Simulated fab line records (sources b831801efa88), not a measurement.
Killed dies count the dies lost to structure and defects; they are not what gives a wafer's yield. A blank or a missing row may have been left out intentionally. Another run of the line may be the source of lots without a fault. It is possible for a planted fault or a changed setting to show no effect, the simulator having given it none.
Which of the tools did it? ; flow sky130 ; Sampling: 11 lots, 33 wafers, 5 of 708 route steps

## WHAT THE GAUGES SHOWED, per wafer
SKY_LI_CONTACT_THK_MEAS_23: measures by xrf.
lot;measured;on;LI_CONTACT_W_THK (nm)
L328;day 29 04:31;filmMetro-01;401 404 404
L330;day 29 12:34;filmMetro-04;409 403 405
L331;day 29 23:05;filmMetro-03;400 400 390
L332;day 30 05:43;filmMetro-03;401 394 396
L333;day 31 06:11;filmMetro-01;407 415 413
L335;day 31 17:52;filmMetro-04;407 409 408
L336;day 32 12:56;filmMetro-01;399 403 406
L338;day 33 02:02;filmMetro-01;409 416 413
L343;day 34 19:35;filmMetro-04;399 400 401
L344;day 34 20:50;filmMetro-03;403 402 402
L351;day 36 14:17;filmMetro-03;407 411 405

SKY_LOCAL_INTERCONNECT_RS_MEAS_01: uses a four-point probe to measure.
lot;measured;on;LOCAL_INTERCONNECT_TIN_RS (ohm/sq)
L328;day 29 04:56;filmMetro-01;14.79 14.77 14.73
L330;day 29 12:59;filmMetro-02;14.58 14.51 14.45
L331;day 29 23:32;filmMetro-02;14.43 14.41 14.38
L332;day 30 06:09;filmMetro-02;14.63 14.73 14.60
L333;day 31 06:36;filmMetro-04;14.32 14.38 14.38
L335;day 31 18:18;filmMetro-04;14.50 14.65 14.55
L336;day 32 13:22;filmMetro-01;14.33 14.16 14.31
L338;day 33 02:28;filmMetro-04;14.31 14.31 14.38
L343;day 34 20:02;filmMetro-04;14.71 14.58 14.69
L344;day 34 21:16;filmMetro-02;14.34 14.36 14.34
L351;day 36 14:44;filmMetro-01;14.52 14.46 14.56

SKY_CONTACT_THK_MEAS_01.
lot;measured;on;CONTACT_CVD_00_THK (nm)
L328;day 30 10:21;filmMetro-02;73.3 73.5 74.6
L330;day 30 17:38;filmMetro-04;74.4 75.9 75.3
L331;day 31 03:54;filmMetro-04;74.1 76.3 75.0
L332;day 31 10:35;filmMetro-03;74.0 75.1 75.3
L333;day 32 10:34;filmMetro-02;74.5 74.7 75.0
L335;day 32 21:55;filmMetro-03;74.9 76.6 75.2
L336;day 33 17:40;filmMetro-04;150.5 150.6 150.2
L338;day 34 06:10;filmMetro-02;149.4 152.4 151.0
L343;day 35 22:53;filmMetro-04;73.4 75.6 75.2
L344;day 36 00:54;filmMetro-02;75.0 76.7 75.7
L351;day 37 17:31;filmMetro-02;72.9 75.8 76.3

## WHICH TOOL RAN EACH LOT (tool, then ch and the chambers of the sampled wafers, then the start)
lot;SKY_LOCAL_INTERCONNECT_ETCH_13;SKY_CONTACT_CVD_00
L328;rieMetal-01 ch 0,1, day 30 09:37;pecvd-02 ch 0,1,2, day 30 10:19
L330;rieMetal-01 ch 1, day 30 16:46;pecvd-03 ch 0,1, day 30 17:35
L331;rieMetal-01 ch 1, day 31 03:01;pecvd-03 ch 0,2, day 31 03:51
L332;rieMetal-03 ch 1, day 31 09:47;pecvd-03 ch 1,2, day 31 10:32
L333;rieMetal-03 ch 0, day 32 09:43;pecvd-01 ch 0,2, day 32 10:32
L335;rieMetal-02 ch 0,1, day 32 21:10;pecvd-03 ch 0,1, day 32 21:53
L336;rieMetal-03 ch 0,1, day 33 16:43;pecvd-02 ch 0,1,2, day 33 17:00
L338;rieMetal-03 ch 0,1, day 34 05:14;pecvd-03 ch 0,1,2, day 34 05:55
L343;rieMetal-03 ch 0,1, day 35 22:04;pecvd-02 ch 0,2, day 35 22:50
L344;rieMetal-01 ch 0, day 36 00:02;pecvd-01 ch 0,1,2, day 36 00:52
L351;rieMetal-01 ch 0,1, day 37 16:47;pecvd-02 ch 0,2, day 37 17:28
- SKY_LOCAL_INTERCONNECT_ETCH_13: etches BARC in N2/H2, stops on SiO2, time 45.9 s, target depth 60 nm.
- SKY_CONTACT_CVD_00: deposits Si3N4, target thk 75 nm.

## WHAT THE TOOLS THEMSELVES READ (means of the sampled wafers that have a number; where no wafer has one, the mark that the record gives instead)
SKY_LOCAL_INTERCONNECT_ETCH_13.
lot;tool;drypumpMotorCurrentA (A);n2FlowSccm (sccm);oesProductAu (a.u.);throttleValvePct (%)
L328;rieMetal-01;5.9;100.2;0.856;13.517
L330;rieMetal-01;6.0;99.8;0.856;13.513
L331;rieMetal-01;6.0;100.1;0.852;13.513
L332;rieMetal-03;5.6;100.0;0.856;13.510
L333;rieMetal-03;6.1;99.8;0.853;13.510
L335;rieMetal-02;6.0;100.1;0.851;13.505
L336;rieMetal-03;5.8;99.9;0.855;13.499
L338;rieMetal-03;6.0;100.3;0.856;13.511
L343;rieMetal-03;6.0;100.0;0.849;13.499
L344;rieMetal-01;5.6;100.1;0.859;13.507
L351;rieMetal-01;5.9;99.9;0.858;13.505

SKY_CONTACT_CVD_00.
lot;tool;heaterPowerW (W)
L328;pecvd-02;768
L330;pecvd-03;755
L331;pecvd-03;721
L332;pecvd-03;758
L333;pecvd-01;695
L335;pecvd-03;660
L336;pecvd-02;664
L338;pecvd-03;686
L343;pecvd-02;634
L344;pecvd-01;728
L351;pecvd-02;671

## THE ANSWER, worked out from the rows above alone
Rule: the lots themselves supply what counts as usual. Put in order of their means at a reading, lots are off if they are a third of the lots or fewer, leave a main group of 4 or more, and stand apart from it by a gap of 3 or more times the standard deviation of the main group's means; of several such gaps the widest counts. A main group whose means are all the same, to the digits that the tables above print for the reading, isn't used. A lot without any number at a reading at which 4 lots or more have one is off too. The other lots that the step has rows for count as sound. The gauges are gone through in route order, then the tools' own readings, and for those a lot's mean is taken as printed above. At the first step where some lot is off, the reading lying furthest off is the one used; lots without a number count as furthest.
Off: at SKY_CONTACT_THK_MEAS_01 (CONTACT_CVD_00_THK), L336, L338. For the main group the mean is 75.0 nm and the standard deviation 0.54.
If a tool, at a process step before that reading, ran all the lots that are off and no sound lot after the first of them, it fits. The gauges at SKY_CONTACT_THK_MEAS_01 are tried like those tools. Not one of the candidates tried fits.

## WHAT THE SIMULATOR HAD INSERTED
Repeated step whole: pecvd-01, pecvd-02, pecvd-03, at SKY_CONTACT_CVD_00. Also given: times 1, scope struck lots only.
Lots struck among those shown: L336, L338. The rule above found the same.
